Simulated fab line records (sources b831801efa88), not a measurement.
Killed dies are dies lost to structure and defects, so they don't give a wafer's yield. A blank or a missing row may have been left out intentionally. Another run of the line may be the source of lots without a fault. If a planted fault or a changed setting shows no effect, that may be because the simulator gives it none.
Struck lot and sound lot, side by side :: flow sky130 :: 25 steps out of a route of 708
Sound: wafers L454.1, L454.2, L454.6. Wafers L467.1, L467.2, L467.5 were the ones struck. At the end, the cause is stated.
For every step that has rows: the tool of each side, followed by ch and its chambers, followed by its first start. Under that, the readings that differ: sound wafers :: struck wafers :: difference of the means :: sigmas: that difference in standard deviations of wafers without a fault.
alike: readings whose means differ by less than 2 such deviations, and words and numbers that are the same on both sides. not compared: withheld readings, readings that some wafer has no value for, bounds like >300 that may hide the same value, and numbers for which the record gives no deviation and whose values overlap.
A row with sigmas, a row that says differs or no value, or rows on one side alone: a step with any of these is where the two part. Non-overlapping numbers with no deviation appear without sigmas and do not part them. A reading that every wafer of one side lacks parts them only if that side has two wafers or more.

SKY_CONTACT_THK_MEAS_26: measures by xrf.
  sound: film_metro-02 at day 33 00:11; struck: film_metro-03 at day 37 05:25
  alike: CONTACT_W_THK
SKY_CONTACT_CMP_27: polishes, stops on SiO2, t overpolish 15 s, target thk 0 nm.
  sound on cmp-01 ch 0,1,2, day 33 00:20; struck on cmp-02 ch 0,1, day 37 05:32
  alike: motor_current_A, overpolish_run_s, time_to_endpoint_s
SKY_METAL1_SPUTTER_00: material Ti, target thk 15 nm, time 10 s.
  sound: pvd_sputter-01 at day 33 00:32; struck: pvd_sputter-01 at day 37 05:47
  alike: throttle_valve_pct
then, 2 steps without rows for these wafers: SKY_METAL1_SPUTTER_01 (material TiN, target thk 20 nm, time 16.7 s); SKY_METAL1_SPUTTER_02 (material AlCu, target thk 250 nm, time 13.3 s).
SKY_METAL1_SPUTTER_03: material Ti, target thk 5 nm, time 3.3 s.
  sound: pvd_sputter-01 at day 33 00:37; struck: pvd_sputter-01 at day 37 05:52
  alike: throttle_valve_pct
SKY_METAL1_SPUTTER_04: material TiN, target thk 70 nm, time 58.3 s.
  sound: pvd_sputter-01 at day 33 00:38; struck: pvd_sputter-01 at day 37 05:53
  alike: throttle_valve_pct
SKY_METAL1_RS_MEAS_05: measurement is done with a four-point probe.
  sound: film_metro-03 at day 33 00:41; struck: film_metro-03 at day 37 05:55
  alike: METAL1_ALCU_RS
SKY_METAL1_THK_MEAS_06: measures by xrf.
  sound: film_metro-03 at day 33 00:48; struck: film_metro-03 at day 37 06:02
  alike: METAL1_ALCU_THK
then, 3 steps without rows for these wafers: SKY_METAL1_DEHYDRATE_07 (time 60 s); SKY_METAL1_HMDS_08 (prime time 60 s); SKY_METAL1_COAT_09 (resist thk 60 nm).
SKY_METAL1_COAT_10: resist thk 450 nm.
  sound on litho_track-04 ch 0, day 33 14:00; struck on litho_track-04 ch 0, day 37 18:00
reading: exhaust_pa (Pa)
sound: 46.2 46.6 45.7
struck: 44.0 44.7 43.6
difference: -2.1
sigmas: -2

reading: spin_speed_rpm (rpm)
sound: 2996.9 2997.9 2996.1
struck: 2864.6 2866.7 2872.4
difference: -129.1
sigmas: -61

reading: model.KrF-thick_of_METAL1_COAT_10.thk_nm (nm)
sound: 451.3 449.7 450.2
struck: 459.7 458.7 459.7
difference: +9.0
sigmas: 
then, 4 steps without rows for these wafers: SKY_METAL1_SOFTBAKE_11 (time 90 s); SKY_METAL1_EXPOSE_12 (exposes mask MM1, target cd 140 nm); SKY_METAL1_PEB_13; SKY_METAL1_DEVELOP_14 (develop time 60 s).
SKY_METAL1_CD_MEAS_15 targets a cd of 140 nm.
  sound: cd_sem-02 at day 34 03:16; struck: cd_sem-02 at day 38 07:40
  alike: cd_nm
SKY_METAL1_OVL_MEAS_16:
  sound: overlay-02 at day 34 03:23; struck: overlay-02 at day 38 07:47
  alike: METAL1_OVL
SKY_METAL1_DESCUM_17: chemistry O2, time 8 s.
  sound on rie_metal-02 ch 0,1, day 34 03:25; struck on rie_metal-03 ch 0,1, day 38 07:50
reading: rf_fwd_power_W (W)
sound: 145.5 146.2 145.7
struck: 148.3 147.2 147.4
difference: +1.8
sigmas: +2
  alike: drypump_motor_current_A, oes_product_au
  not compared: rf_hours_counter_h
then, 1 step without rows for these wafers: SKY_METAL1_ETCH_18 (etches BARC in N2/H2, stops on SiO2, time 45.9 s, target depth 60 nm).
SKY_METAL1_METAL_ETCH_19: etches the open film in Cl2/BCl3, stops on SiO2, target depth 360 nm, time 78 s.
  sound on rie_metal-02 ch 0,1, day 34 03:31; struck on rie_metal-03 ch 0,1, day 38 07:55
reading: model.KrF-thick_of_METAL1_COAT_10.thk_nm (nm)
sound: 155.6 161.4 154.2
struck: 166.8 169 170.9
difference: +11.8
sigmas: 
  alike: bcl3_flow_sccm, drypump_motor_current_A, oes_product_au, rf_fwd_power_W, throttle_valve_pct
  not compared: rf_hours_counter_h
SKY_METAL1_STRIP_20: strips in O2/N2.
  sound on plasma_asher-02 ch 0,1, day 34 03:36; struck on plasma_asher-02 ch 0,1, day 38 08:01
reading: oes_product_au (a.u.)
sound: 0.338 0.345 0.339
struck: 0.350 0.351 0.352
difference: +0.010
sigmas: +2

reading: strip_time_to_endpoint_s (s)
sound: 2.68 2.74 2.65
struck: 2.80 2.83 2.85
difference: +0.14
sigmas: +4
  alike: drypump_motor_current_A, o2_flow_sccm
  not compared: rf_hours_counter_h
then, 1 step without rows for these wafers: SKY_METAL1_STRIP_21 (strips in post etch residue remover, time 1200 s).
-- the record jumps here: 12 days lie between the struck wafers' starts before and after (it left off in module METAL1 and takes up again in module PAD_OPEN, whose first step shown is number 708 of the route) --
SKY_PAD_OPEN_PROBE_99:
  sound: prober-02 at day 46 14:59; struck: prober-02 at day 49 20:46
reading: killed_at_M0_to_M3
sound: 53 43 51
struck: 37 30 39
difference: -14
sigmas: -2

reading: killed_at_other
sound: 2 2 2
struck: 1 0 0
difference: -2
sigmas: -2
  alike: defect_limited_yield, killed_at_M4_up, killed_at_contacts, killed_at_front_end, killed_dies, killed_open, killed_short, sort_bin_3_pad_short, sort_bin_5_function, sort_bin_6_memory, sort_n_pass, sort_yield_pct

WHERE THEY PART
At SKY_METAL1_COAT_10 first; at SKY_PAD_OPEN_PROBE_99 last (within this record only).

WHY: what the simulator had put in
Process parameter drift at SKY_METAL1_COAT_10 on litho_track-04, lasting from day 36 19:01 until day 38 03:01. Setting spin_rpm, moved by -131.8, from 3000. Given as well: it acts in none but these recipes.
